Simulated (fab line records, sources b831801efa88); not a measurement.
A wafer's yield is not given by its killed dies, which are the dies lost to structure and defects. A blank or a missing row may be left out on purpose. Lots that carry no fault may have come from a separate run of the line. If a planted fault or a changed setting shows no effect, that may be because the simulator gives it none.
Chamber matching :: flow sky130 :: rieDiel-03 running SKY_POLY_GATE_ETCH_15: 4 sister chambers
The step etches BARC in N2/H2, stops on SiO2, time 118.5 s, target depth 110 nm. 14 wafers are shown with their chamber, then 7 later ones without.

== WAFERS, EACH WITH ITS CHAMBER ==
wafer: L784.1
chamber: 2
drypumpMotorCurrentA (A): 5.0
runLengthS (s): 147.0
throttleValvePct (%): 13.208

wafer: L784.5
chamber: 2
drypumpMotorCurrentA (A): 5.0
runLengthS (s): 147.1
throttleValvePct (%): 13.207

wafer: L784.6
chamber: 3
drypumpMotorCurrentA (A): 6.3
runLengthS (s): 146.7
throttleValvePct (%): 13.222

wafer: L787.1
chamber: 0
drypumpMotorCurrentA (A): 5.6
runLengthS (s): 146.9
throttleValvePct (%): 13.215

wafer: L787.4
chamber: 3
drypumpMotorCurrentA (A): 6.3
runLengthS (s): 146.6
throttleValvePct (%): 13.224

wafer: L787.6
chamber: 3
drypumpMotorCurrentA (A): 6.3
runLengthS (s): 146.5
throttleValvePct (%): 13.209

wafer: L789.1
chamber: 3
drypumpMotorCurrentA (A): 6.3
runLengthS (s): 146.4
throttleValvePct (%): 13.211

wafer: L789.3
chamber: 0
drypumpMotorCurrentA (A): 5.6
runLengthS (s): 146.6
throttleValvePct (%): 13.211

wafer: L789.6
chamber: 0
drypumpMotorCurrentA (A): 5.7
runLengthS (s): 146.5
throttleValvePct (%): 13.217

wafer: L792.1
chamber: 2
drypumpMotorCurrentA (A): 5.0
runLengthS (s): 147.4
throttleValvePct (%): 13.222

wafer: L792.5
chamber: 2
drypumpMotorCurrentA (A): 5.0
runLengthS (s): 147.2
throttleValvePct (%): 13.210

wafer: L792.6
chamber: 3
drypumpMotorCurrentA (A): 6.3
runLengthS (s): 146.8
throttleValvePct (%): 13.216

wafer: L791.3
chamber: 1
drypumpMotorCurrentA (A): 5.9
runLengthS (s): 146.3
throttleValvePct (%): 13.211

wafer: L791.4
chamber: 2
drypumpMotorCurrentA (A): 5.0
runLengthS (s): 147.3
throttleValvePct (%): 13.222

SIGNATURES, as means of the wafers listed above
reading: drypumpMotorCurrentA
chamber 0: 5.633
chamber 1: 5.900
chamber 2: 5.000
chamber 3: 6.300
scatter within a chamber: 0.0258

reading: runLengthS
chamber 0: 146.667
chamber 1: 146.300
chamber 2: 147.200
chamber 3: 146.600
scatter within a chamber: 0.169

reading: throttleValvePct
chamber 0: 13.21433
chamber 1: 13.21100
chamber 2: 13.21380
chamber 3: 13.21640
scatter within a chamber: 0.00649
Rule: for each reading, subtract the chamber's mean from the wafer's reading, divide by that reading's scatter and square the result; add these up over the readings and take the root, which gives the wafer's distance from the chamber. If the next closest chamber is less than 2 further off than the closest, the wafer can't be placed; otherwise it belongs to the closest. The scatter: the root of (the sum of the squares of (reading less its chamber's mean) over the shown wafers, divided by (wafers less chambers)).

== WAFERS WITH NO CHAMBER GIVEN ==
wafer: L791.5
drypumpMotorCurrentA (A): 5.6
runLengthS (s): 147.0
throttleValvePct (%): 13.208

wafer: L793.1
drypumpMotorCurrentA (A): 5.0
runLengthS (s): 147.4
throttleValvePct (%): 13.214

wafer: L793.2
drypumpMotorCurrentA (A): 5.9
runLengthS (s): 146.6
throttleValvePct (%): 13.210

wafer: L793.6
drypumpMotorCurrentA (A): 5.6
runLengthS (s): 146.8
throttleValvePct (%): 13.203

wafer: L796.2
drypumpMotorCurrentA (A): 5.6
runLengthS (s): 146.5
throttleValvePct (%): 13.220

wafer: L796.5
drypumpMotorCurrentA (A): 5.6
runLengthS (s): 147.1
throttleValvePct (%): 13.212

wafer: L800.2
drypumpMotorCurrentA (A): 5.9
runLengthS (s): 146.2
throttleValvePct (%): 13.204

== WHICH CHAMBER EACH ONE RAN IN ==
wafer: L791.5
from the rows above: 0
in truth: 0

wafer: L793.1
from the rows above: 2
in truth: 2

wafer: L793.2
from the rows above: 1
in truth: 1

wafer: L793.6
from the rows above: 0
in truth: 0

wafer: L796.2
from the rows above: 0
in truth: 0

wafer: L796.5
from the rows above: 0
in truth: 0

wafer: L800.2
from the rows above: 1
in truth: 1
Correct placement for 7 of the 7. From these rows, 0 cannot be placed. Placed wrongly: 0.
